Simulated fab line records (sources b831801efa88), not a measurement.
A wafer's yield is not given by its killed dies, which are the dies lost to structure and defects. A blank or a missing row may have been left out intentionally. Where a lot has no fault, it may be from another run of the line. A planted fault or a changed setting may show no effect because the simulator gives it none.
What tool caused it?    flow gf180mcu    14 lots with 42 wafers sampled at 4 steps, on a route of 602 steps

## WHAT THE GAUGES SHOWED, per wafer
GF_NSD_OVL_MEAS_08. Usual: NSD_OVL -1.0 nm, standard deviation 1.3.
lot   measured      on          NSD_OVL (nm)    flag
L233  day 13 09:38  overlay-02  0.1 -1.2 0.1    
L234  day 13 15:29  overlay-02  -0.7 -2.0 -0.6  
L241  day 16 00:40  overlay-02  -0.1 0.8 -1.1   
L242  day 16 11:57  overlay-01  -1.4 0.0 -3.0   
L243  day 16 18:42  overlay-02  1.0 -0.7 -1.1   
L244  day 17 01:26  overlay-01  -3.3 -1.3 -0.8  
L246  day 17 20:28  overlay-02  -3.2 -1.9 -1.7  
L247  day 18 01:12  overlay-01  -3.4 -0.5 -0.4  
L249  day 18 17:28  overlay-01  1.1 1.0 1.2     
L251  day 19 09:59  overlay-01  -1.4 -0.7 -0.9  
L252  day 19 20:37  overlay-01  1.2 -1.7 -2.5   
L253  day 20 06:25  overlay-01  0.8 2.0 3.4     
L254  day 20 10:51  overlay-02  -2.4 -2.6 -1.8  
L256  day 21 10:01  overlay-02  -0.6 -2.3 -2.9  

GF_SALICIDE_THK_MEAS_05: measures by xrf. Usual: SALICIDE_TIN_THK 20.26 nm, standard deviation 0.27.
lot   measured      on             SALICIDE_TIN_THK (nm)  flag
L233  day 15 05:12  film metro-01  20.07 20.09 20.06      
L234  day 15 11:59  film metro-01  20.51 20.25 20.29      
L244  day 19 01:37  film metro-02  20.08 20.38 20.38      
L246  day 19 20:20  film metro-02  19.52 19.95 19.90      
L247  day 20 02:54  film metro-01  20.43 20.29 20.07      
L249  day 20 19:37  film metro-02  20.08 20.49 19.82      
L251  day 21 12:16  film metro-02  20.10 20.27 20.75      
L252  day 21 21:52  film metro-02  20.38 20.31 20.22      
L253  day 22 07:38  film metro-02  21.08 20.53 20.71      
L254  day 22 12:32  film metro-04  20.38 20.38 20.35      
L256  day 23 10:50  film metro-04  20.56 20.19 20.37      

GF_CONTACT_CD_MEAS_14: target cd 220 nm. Usual: cd nm 220.7 nm, standard deviation 1.5.
lot   measured      on         cd nm (nm)         flag
L233  day 16 03:11  cd sem-02  221.4 220.2 220.9  
L234  day 16 09:45  cd sem-01  220.4 219.5 220.9  
L244  day 20 03:24  cd sem-02  220.0 221.5 219.3  
L246  day 20 21:31  cd sem-01  219.0 219.5 219.2  
L247  day 21 04:04  cd sem-02  221.0 221.3 220.9  
L249  day 21 20:33  cd sem-02  221.0 221.9 221.4  
L251  day 22 12:17  cd sem-02  218.2 219.4 217.4  
L252  day 22 22:11  cd sem-01  221.4 219.5 219.9  
L253  day 23 08:11  cd sem-02  219.7 221.1 220.7  
L254  day 23 12:52  cd sem-01  220.5 218.4 218.2  
L256  day 24 09:43  cd sem-01  220.4 221.4 219.8  

## WHICH TOOL RAN EACH LOT (tool, then ch and the chambers of the sampled wafers, then the start)
lot   GF_SAB_STRIP_13
L233  plasma asher-02 ch 0,1, day 15 04:50
L234  plasma asher-01 ch 1, day 15 11:38
L241  plasma asher-01 ch 0,1, day 17 21:17
L242  plasma asher-02 ch 0, day 18 09:11
L243  plasma asher-02 ch 0,1, day 18 17:34
L244  plasma asher-02 ch 0,1, day 19 01:10
L246  plasma asher-04 ch 0,1, day 19 19:55
L247  plasma asher-01 ch 0, day 20 02:32
L249  plasma asher-02 ch 0,1, day 20 19:14
L251  plasma asher-01 ch 0,1, day 21 11:52
L252  plasma asher-04 ch 0,1, day 21 21:31
L253  plasma asher-02 ch 0,1, day 22 07:16
L254  plasma asher-04 ch 0,1, day 22 12:10
L256  plasma asher-04 ch 0,1, day 23 10:25
- GF_SAB_STRIP_13: strips in O2/N2.

## WHAT THE TOOLS THEMSELVES READ (means of the sampled wafers that have a number; where no wafer has one, the mark that the record gives instead)
GF_SAB_STRIP_13. Usual: chamber pressure mTorr 1500.1 mTorr, standard deviation 1.3; drypump motor current A 5.4 A, standard deviation 0.52; heater power w 312 W, standard deviation 28; oes product au 0.710 a.u., standard deviation 0.0042; platen temp c 250.01 C, standard deviation 0.17; strip time to endpoint s 12.605 s, standard deviation 0.029.
lot   tool             chamber pressure mTorr (mTorr)  drypump motor current A (A)  heater power w (W)  oes product au (a.u.)  platen temp c (C)  strip time to endpoint s (s)  flag
L233  plasma asher-02  1499.3                          5.5                          300                 0.709                  250.23             12.631                        
L234  plasma asher-01  1500.8                          5.3                          331                 0.707                  250.02             12.629                        
L241  plasma asher-01  -                               -                            -                   -                      -                  -                             OFF
L242  plasma asher-02  -                               -                            -                   -                      -                  -                             OFF
L243  plasma asher-02  -                               -                            -                   -                      -                  -                             OFF
L244  plasma asher-02  1500.1                          5.5                          277                 0.709                  249.93             12.589                        
L246  plasma asher-04  1501.4                          5.0                          336                 0.708                  250.08             12.572                        
L247  plasma asher-01  1498.5                          6.6                          311                 0.713                  250.00             12.633                        
L249  plasma asher-02  1499.8                          5.4                          295                 0.708                  249.91             12.608                        
L251  plasma asher-01  1499.6                          5.7                          320                 0.712                  250.15             12.652                        
L252  plasma asher-04  1499.8                          5.0                          315                 0.708                  249.93             12.631                        
L253  plasma asher-02  1500.3                          5.6                          280                 0.710                  250.02             12.602                        
L254  plasma asher-04  1501.3                          5.1                          314                 0.708                  249.79             12.623                        
L256  plasma asher-04  1499.1                          5.1                          315                 0.712                  249.85             12.572                        

## THE ANSWER, worked out from the rows above alone
Rule: lot off if the mean of its wafers having a number is beyond 3 standard deviations from the usual mean. A lot without any number at a reading at which 4 lots or more have one is off too. Where the step has rows for the other lots, those lots are counted as sound. After the gauges, taken in route order, come the tools' own readings; for these a lot's mean is taken, as printed above. The first step at which some lot is off is used, and at that step the reading that is off furthest; a lot without a number counts as furthest.
Off at GF_SAB_STRIP_13 (chamber pressure mTorr): L241, L242, L243. Without a number there: L241, L242, L243.
If a tool, at that step or one of the process steps before it, ran each lot that is off and ran no sound lot following the first of them, it fits. No candidate that was tried fits.

## WHAT THE SIMULATOR HAD INSERTED
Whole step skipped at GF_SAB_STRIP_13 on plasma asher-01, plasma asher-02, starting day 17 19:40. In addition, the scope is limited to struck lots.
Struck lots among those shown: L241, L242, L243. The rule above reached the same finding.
